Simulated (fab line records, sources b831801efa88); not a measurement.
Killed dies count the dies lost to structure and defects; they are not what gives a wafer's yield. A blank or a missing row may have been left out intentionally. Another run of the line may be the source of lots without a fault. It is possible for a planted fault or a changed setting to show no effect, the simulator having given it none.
The tool behind it: which one? ; flow gf180mcu ; 15 lots, 44 wafers sampled, at 5 steps of a route of 602

## WHAT THE GAUGES READ, wafer by wafer
GF_M1_CD_MEAS_14: the cd target is 230 nm.
lot;measured;on;cdNm (nm)
L646;day 17 03:37;cdSem-02;229.6 229.2 230.0
L647;day 17 15:34;cdSem-01;231.0 230.9 230.5
L648;day 18 04:17;cdSem-01;230.2 230.4 229.5
L649;day 18 13:38;cdSem-02;229.9 230.0 229.6
L650;day 18 21:18;cdSem-02;230.9 231.7 232.0
L651;day 19 11:28;cdSem-01;231.2 232.1
L652;day 20 08:59;cdSem-01;231.5 231.5 231.8
L656;day 21 13:28;cdSem-02;232.0 231.4 230.7
L661;day 23 00:51;cdSem-01;228.5 228.6 228.3
L662;day 23 06:58;cdSem-02;227.8 228.0 228.3
L663;day 23 13:56;cdSem-02;228.7 229.1 229.6
L664;day 23 22:21;cdSem-01;231.2 231.0 230.6
L665;day 24 02:34;cdSem-02;230.9 231.0 230.4
L666;day 24 13:24;cdSem-02;230.9 230.8 230.2
L668;day 25 04:20;cdSem-01;228.8 229.3 228.9

GF_M1_OVL_MEAS_15.
lot;measured;on;M1_OVL (nm)
L646;day 17 03:43;overlay-01;-3 1 4
L647;day 17 15:40;overlay-02;0 5 2
L648;day 18 04:23;overlay-01;4 4 -3
L649;day 18 13:44;overlay-02;-2 -1 -3
L650;day 18 21:25;overlay-02;7 5 5
L651;day 19 11:34;overlay-01;1 0
L652;day 20 09:06;overlay-01;5 4 7
L656;day 21 13:34;overlay-02;12 5 -3
L661;day 23 00:57;overlay-02;4 2 8
L662;day 23 07:05;overlay-02;-12 -1 -5
L663;day 23 14:03;overlay-01;-2 -5 0
L664;day 23 22:27;overlay-02;-8 -4 -8
L665;day 24 02:40;overlay-01;4 0 5
L666;day 24 13:30;overlay-02;1 -6 -1
L668;day 25 04:27;overlay-02;6 1 -1

## WHAT TOOL EACH LOT RAN ON (gives the tool, then ch and the chambers of the sampled wafers, and finally the start)
lot;GF_STI_ETCH_14;GF_STI_STRIP_15;GF_NSD_STRIP_11
L646;rieSi-02 ch 2,3, day 2 01:52;plasmaAsher-01 ch 0,1, day 2 01:59;plasmaAsher-01 ch 0,1, day 13 09:10
L647;rieSi-01 ch 0,1,3, day 2 07:26;plasmaAsher-04 ch 0,1, day 2 07:31;plasmaAsher-04 ch 0,1, day 13 20:13
L648;rieSi-01 ch 0,1,3, day 2 11:54;plasmaAsher-04 ch 0,1, day 2 12:01;plasmaAsher-01 ch 0,1, day 14 07:04
L649;rieSi-01 ch 0,3, day 2 17:29;plasmaAsher-04 ch 0,1, day 2 17:34;plasmaAsher-04 ch 1, day 14 16:02
L650;rieSi-02 ch 0,1, day 2 22:10;plasmaAsher-04 ch 0,1, day 2 22:14;plasmaAsher-04 ch 0,1, day 14 22:29
L651;rieSi-01 ch 0,2, day 3 04:41;plasmaAsher-03 ch 0,1, day 3 04:48;plasmaAsher-01 ch 0,1, day 15 11:37
L652;rieSi-01 ch 0,1,3, day 3 09:38;plasmaAsher-04 ch 0,1, day 3 09:43;plasmaAsher-01 ch 0,1, day 16 06:41
L656;rieSi-02 ch 1,3, day 4 07:44;plasmaAsher-03 ch 0,1, day 4 07:49;plasmaAsher-02 ch 0, day 17 08:47
L661;rieSi-02 ch 0,1,3, day 5 07:53;plasmaAsher-01 ch 0,1, day 5 07:58;plasmaAsher-04 ch 0,1, day 18 21:23
L662;rieSi-02 ch 0,1,2, day 5 12:05;plasmaAsher-04 ch 0,1, day 5 12:10;plasmaAsher-02 ch 0, day 19 03:32
L663;rieSi-02 ch 0,1,3, day 5 17:23;plasmaAsher-04 ch 0,1, day 5 17:28;plasmaAsher-01 ch 0,1, day 19 10:30
L664;rieSi-02 ch 0,1,2, day 5 22:36;plasmaAsher-03 ch 0,1, day 5 22:41;plasmaAsher-04 ch 0,1, day 19 18:29
L665;rieSi-02 ch 0,1,3, day 6 03:59;plasmaAsher-03 ch 0,1, day 6 04:04;plasmaAsher-01 ch 0,1, day 20 02:13
L666;rieSi-01 ch 0,1,3, day 6 08:56;plasmaAsher-01 ch 0, day 6 09:01;plasmaAsher-01 ch 0,1, day 20 12:01
L668;rieSi-02 ch 1,2,3, day 6 19:47;plasmaAsher-03 ch 0,1, day 6 19:52;plasmaAsher-01 ch 0,1, day 21 04:30
- GF_STI_ETCH_14: etches Si in HBr/Cl2/O2, target depth 360 nm, time 102.9 s.
- GF_STI_STRIP_15: strips in O2/N2.
- GF_NSD_STRIP_11: strips in O2/N2.

## AS READ BY THE TOOLS THEMSELVES (means over the sampled wafers that have a number; for cases with no such wafer, the mark the record gives instead)
GF_STI_ETCH_14.
lot;tool;HBr_flow_sccm (sccm);chamberPressureMTorr (mTorr);drypumpMotorCurrentA (A);oesProductAu (a.u.);runLengthS (s);throttleValvePct (%)
L646;rieSi-02;150.1;14.999;6.1;0.998;131.3;25.661
L647;rieSi-01;150.3;14.995;5.8;1.011;131.3;25.633
L648;rieSi-01;150.0;15.006;5.9;1.003;131.2;25.650
L649;rieSi-01;149.4;14.993;6.1;1.012;117.0;25.641
L650;rieSi-02;149.7;15.002;5.6;1.012;130.7;25.651
L651;rieSi-01;149.9;15.012;5.5;1.014;109.6;25.648
L652;rieSi-01;150.2;15.004;5.9;1.001;117.0;25.644
L656;rieSi-02;149.8;15.001;5.8;1.000;130.8;25.666
L661;rieSi-02;149.8;14.985;5.9;1.007;131.2;25.663
L662;rieSi-02;150.0;15.000;5.7;1.003;131.2;25.650
L663;rieSi-02;149.9;14.995;5.9;1.012;131.0;25.650
L664;rieSi-02;150.3;14.995;5.7;1.010;131.1;25.652
L665;rieSi-02;150.0;15.003;5.9;1.011;131.1;25.651
L666;rieSi-01;150.0;15.007;5.9;1.013;131.2;25.657
L668;rieSi-02;149.8;14.999;6.0;0.995;131.1;25.657

GF_STI_STRIP_15.
lot;tool;chamberPressureMTorr (mTorr);drypumpMotorCurrentA (A);heaterPowerW (W);oesProductAu (a.u.);stripTimeToEndpointS (s)
L646;plasmaAsher-01;1499.9;5.60;307;0.381;3.72
L647;plasmaAsher-04;1498.9;5.66;310;0.385;3.68
L648;plasmaAsher-04;1499.6;5.64;313;0.385;3.71
L649;plasmaAsher-04;1499.9;5.64;315;0.391;3.88
L650;plasmaAsher-04;1500.3;5.63;307;0.382;3.63
L651;plasmaAsher-03;1501.8;5.82;345;0.397;4.00
L652;plasmaAsher-04;1500.1;5.65;311;0.396;3.90
L656;plasmaAsher-03;1498.8;5.82;345;0.380;3.65
L661;plasmaAsher-01;1499.7;5.88;342;0.385;3.67
L662;plasmaAsher-04;1500.4;5.66;318;0.381;3.72
L663;plasmaAsher-04;1500.2;5.63;310;0.385;3.77
L664;plasmaAsher-03;1499.6;5.82;356;0.386;3.74
L665;plasmaAsher-03;1500.6;5.84;341;0.381;3.64
L666;plasmaAsher-01;1500.1;6.19;381;0.382;3.69
L668;plasmaAsher-03;1501.1;5.81;356;0.382;3.71

GF_NSD_STRIP_11.
lot;tool;chamberPressureMTorr (mTorr);drypumpMotorCurrentA (A);heaterPowerW (W);oesProductAu (a.u.);stripTimeToEndpointS (s)
L646;plasmaAsher-01;1500.0;5.6;310;0.486;23.03
L647;plasmaAsher-04;1499.9;5.7;308;0.486;22.94
L648;plasmaAsher-01;1500.9;5.9;342;0.484;22.97
L649;plasmaAsher-04;1500.3;5.6;301;0.487;22.96
L650;plasmaAsher-04;1500.3;5.6;310;0.490;22.95
L651;plasmaAsher-01;1500.2;5.8;326;0.488;22.86
L652;plasmaAsher-01;1500.2;5.9;352;0.486;22.97
L656;plasmaAsher-02;1498.9;5.0;383;0.487;22.98
L661;plasmaAsher-04;1499.3;5.6;316;0.492;23.01
L662;plasmaAsher-02;1500.6;5.0;373;0.487;22.93
L663;plasmaAsher-01;1499.7;5.9;344;0.484;22.94
L664;plasmaAsher-04;1499.4;5.7;315;0.489;23.05
L665;plasmaAsher-01;1500.6;5.6;307;0.485;22.92
L666;plasmaAsher-01;1501.0;5.9;347;0.485;22.98
L668;plasmaAsher-01;1500.3;5.9;344;0.485;22.92

## THE ANSWER, worked out from the rows above alone
Rule: what is usual is taken from the lots themselves. Put in order of their means at a reading, lots are off if they are a third of the lots or fewer, leave a main group of 4 or more, and stand apart from it by a gap of 3 or more times the standard deviation of the main group's means; of several such gaps the widest counts. A main group whose means are all the same, to the digits that the tables above print for the reading, isn't used. A lot without any number at a reading at which 4 lots or more have one is off too. Any other lot the step has rows for is counted as sound. The gauges are gone through in route order, then the tools' own readings, and for those a lot's mean is taken as printed above. The first step at which some lot is off is used, and at that step the reading that is off furthest; a lot without a number counts as furthest.
Off, at GF_STI_ETCH_14 on runLengthS: L649, L651, L652. Mean 131.1 s and standard deviation 0.18 in the main group.
If a tool, at that step or one of the process steps before it, ran each lot that is off and ran no sound lot following the first of them, it fits. None of those tried fits.

## WHAT HAD BEEN PUT IN BY THE SIMULATOR
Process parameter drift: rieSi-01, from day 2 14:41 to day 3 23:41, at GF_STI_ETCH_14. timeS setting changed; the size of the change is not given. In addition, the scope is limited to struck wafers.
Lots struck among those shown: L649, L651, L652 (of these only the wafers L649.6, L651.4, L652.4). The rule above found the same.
